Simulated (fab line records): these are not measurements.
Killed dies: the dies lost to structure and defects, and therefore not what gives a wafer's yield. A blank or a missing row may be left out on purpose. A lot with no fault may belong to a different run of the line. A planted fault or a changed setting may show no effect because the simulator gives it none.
Matching of chambers -- flow gf180mcu -- cmp-02 running GF_V2_CMP_04: 4 sister chambers
The step polishes SiO2. 8 wafers are shown with their chamber, then 8 later ones without.

## EACH WAFER AND ITS CHAMBER
wafer,chamber,motorCurrentA (A),timeToEndpointS (s)
L659.2,3,11.5,73
L661.5,3,11.6,76
L666.3,2,11.8,80
L666.4,1,12.9,88
L668.1,0,11.5,80
L668.3,2,11.7,86
L668.4,1,13.2,86
L674.1,0,11.6,78

## WAFERS WITH NO CHAMBER GIVEN
wafer,motorCurrentA (A),timeToEndpointS (s)
L674.3,12.1,76
L674.4,13.2,85
L677.2,11.4,82
L677.3,12.2,87
L677.6,12.5,89
L681.1,12.2,83
L681.2,11.8,73
L681.5,12.9,81

## THE CHAMBER EACH PASSED THROUGH
wafer,from the rows above,in truth
L674.3,can't be placed: 2 or 3 or 0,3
L674.4,1,1
L677.2,can't be placed: 0 or 2 or 3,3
L677.3,2,2
L677.6,can't be placed: 1 or 2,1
L681.1,can't be placed: 2 or 0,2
L681.2,can't be placed: 3 or 0 or 2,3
L681.5,1,1
Correct placement for 3 of the 8. Can't be placed from these rows: 5 (the true chamber is among the candidates in 5). 0 placed wrongly.
How it was worked out, from the rows above alone: a wafer's distance from a chamber is the root of the sum, over the readings, of the square of ((its reading less the chamber's mean) divided by the reading's scatter). If the next closest chamber is less than 2 further off than the closest, the wafer can't be placed; otherwise it belongs to the closest. The mean given for a chamber averages the wafers shown for that chamber. How the scatter is found: for the shown wafers, subtract from each reading the mean of its chamber, square and add these, divide the total by (wafers less chambers), then take the root.
